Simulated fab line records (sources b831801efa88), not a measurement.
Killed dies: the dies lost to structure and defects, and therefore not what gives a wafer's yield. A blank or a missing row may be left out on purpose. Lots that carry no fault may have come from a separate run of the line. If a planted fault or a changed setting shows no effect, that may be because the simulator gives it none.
What tool caused it? ; flow sky130 ; Sampling: 11 lots, 33 wafers, 5 of 708 route steps

WHAT EACH GAUGE READ, for each wafer
SKY_VT_ADJUST_HVTP_CD_MEAS_07: the cd target is 380 nm. Usual: cd nm reads 380 nm (standard deviation 3.1).
lot;measured;on;cd nm (nm);flag
L968;day 6 20:34;cd sem-02;376 379 381;
L970;day 7 10:59;cd sem-02;380 380 379;
L972;day 8 01:05;cd sem-01;376 375 374;
L973;day 8 06:17;cd sem-01;- - -;OFF
L982;day 10 12:26;cd sem-01;379 379 375;
L983;day 10 18:19;cd sem-01;379 378 375;
L984;day 11 01:34;cd sem-01;386 384 383;
L985;day 11 07:16;cd sem-01;376 372 375;
L986;day 11 16:49;cd sem-01;383 381 381;
L987;day 12 03:53;cd sem-02;382 381 381;
L988;day 12 11:48;cd sem-02;384 383 386;

SKY_VT_ADJUST_HVTP_TW_MEAS_11. Usual: for VT_ADJUST_HVTP_TW the level is 1362 and the standard deviation is 15.
lot;measured;on;VT_ADJUST_HVTP_TW;flag
L968;day 6 20:58;film metro-03;1335 1336 1340;
L970;day 7 11:24;film metro-01;1372 1366 1365;
L972;day 8 01:30;film metro-03;1346 1340 1342;
L973;day 8 06:41;film metro-01;30 30 30;OFF
L982;day 10 12:50;film metro-04;1346 1355 1355;
L983;day 10 18:43;film metro-03;1348 1348 1346;
L984;day 11 01:58;film metro-04;1351 1363 1359;
L985;day 11 07:40;film metro-01;1374 1374 1372;
L986;day 11 17:13;film metro-01;1374 1376 1378;
L987;day 12 04:18;film metro-01;1357 1374 1376;
L988;day 12 12:12;film metro-01;1376 1365 1360;

SKY_VT_ADJUST_LVTN_TW_MEAS_10. Usual: for VT_ADJUST_LVTN_TW the level is 242.0 and the standard deviation is 2.
lot;measured;on;VT_ADJUST_LVTN_TW;flag
L968;day 7 16:28;film metro-02;238.6 238.7 238.7;
L970;day 8 07:04;film metro-04;240.8 240.9 239.9;
L972;day 8 23:14;film metro-01;245.3 245.7 246.3;
L973;day 9 04:29;film metro-02;1361.4 1358.2 1355.0;OFF
L982;day 11 11:57;film metro-02;242.2 241.4 240.8;
L983;day 11 18:25;film metro-01;244.2 245.9 244.7;
L984;day 12 01:37;film metro-01;245.6 243.5 243.8;
L985;day 12 06:45;film metro-04;241.2 240.9 241.2;
L986;day 12 17:18;film metro-02;239.9 240.9 239.3;
L987;day 13 05:34;film metro-04;241.6 241.9 241.6;
L988;day 13 13:40;film metro-02;239.9 240.3 241.2;

SKY_LOCAL_INTERCONNECT_CD_MEAS_11: the cd target is 170 nm. Usual: cd nm reads 169.3 nm (standard deviation 1.8).
lot;measured;on;cd nm (nm);flag
L968;day 31 14:08;cd sem-01;165.4 168.7 167.0;
L970;day 32 09:22;cd sem-02;169.1 170.0 168.6;
L972;day 33 01:59;cd sem-01;171.9 171.5 172.0;
L973;day 33 09:53;cd sem-01;168.4 170.1 168.7;
L982;day 35 21:26;cd sem-01;166.5 166.7 166.9;
L983;day 36 08:17;cd sem-02;169.4 168.8 168.5;
L984;day 36 13:03;cd sem-02;169.5 170.1 169.4;
L985;day 36 22:21;cd sem-01;167.9 166.2 168.7;
L986;day 37 07:06;cd sem-02;168.8 167.9 166.7;
L987;day 37 18:17;cd sem-02;169.0 168.6 167.2;
L988;day 38 01:13;cd sem-01;170.1 171.0 169.5;

EACH LOT AND THE TOOL THAT RAN IT (in order: tool; ch and the chambers of the sampled wafers; start)
lot;SKY_VT_ADJUST_HVTP_EXPOSE_04
L968;iline stepper-01 ch 0, day 6 11:54
L970;iline stepper-02 ch 0, day 7 01:05
L972;iline stepper-01 ch 0, day 7 15:49
L973;iline stepper-02 ch 0, day 7 19:55
L982;iline stepper-01 ch 0, day 10 00:55
L983;iline stepper-02 ch 0, day 10 07:37
L984;iline stepper-01 ch 0, day 10 13:47
L985;iline stepper-01 ch 0, day 10 20:05
L986;iline stepper-02 ch 0, day 11 05:28
L987;iline stepper-01 ch 0, day 11 16:19
L988;iline stepper-02 ch 0, day 12 00:35
- SKY_VT_ADJUST_HVTP_EXPOSE_04: exposes mask HVTPM, target cd 380 nm.

AS READ BY THE TOOLS THEMSELVES (means over the sampled wafers that have a number; for cases with no such wafer, the mark the record gives instead)
The record holds no such reading with a usual standard deviation.

THE ANSWER, worked out from the rows above alone
Rule: a lot is off if the mean of its wafers that have a number lies more than 3 standard deviations from the usual mean. A lot without any number at a reading at which 4 lots or more have one is off too. All remaining lots with rows at the step are treated as sound. After the gauges, taken in route order, come the tools' own readings; for these a lot's mean is taken, as printed above. At the first step where some lot is off, the reading lying furthest off is the one used; lots without a number count as furthest.
Off: L973, at SKY_VT_ADJUST_HVTP_CD_MEAS_07 (cd nm). Without a number there: L973.
If a tool, at a process step before that reading, ran all the lots that are off and no sound lot after the first of them, it fits. The gauges at SKY_VT_ADJUST_HVTP_CD_MEAS_07 aren't tried: what is off there is off at SKY_VT_ADJUST_HVTP_TW_MEAS_11 too, on other tools, and a gauge's error can't cause that. None of those tried fits.

WHAT HAD BEEN PUT IN BY THE SIMULATOR
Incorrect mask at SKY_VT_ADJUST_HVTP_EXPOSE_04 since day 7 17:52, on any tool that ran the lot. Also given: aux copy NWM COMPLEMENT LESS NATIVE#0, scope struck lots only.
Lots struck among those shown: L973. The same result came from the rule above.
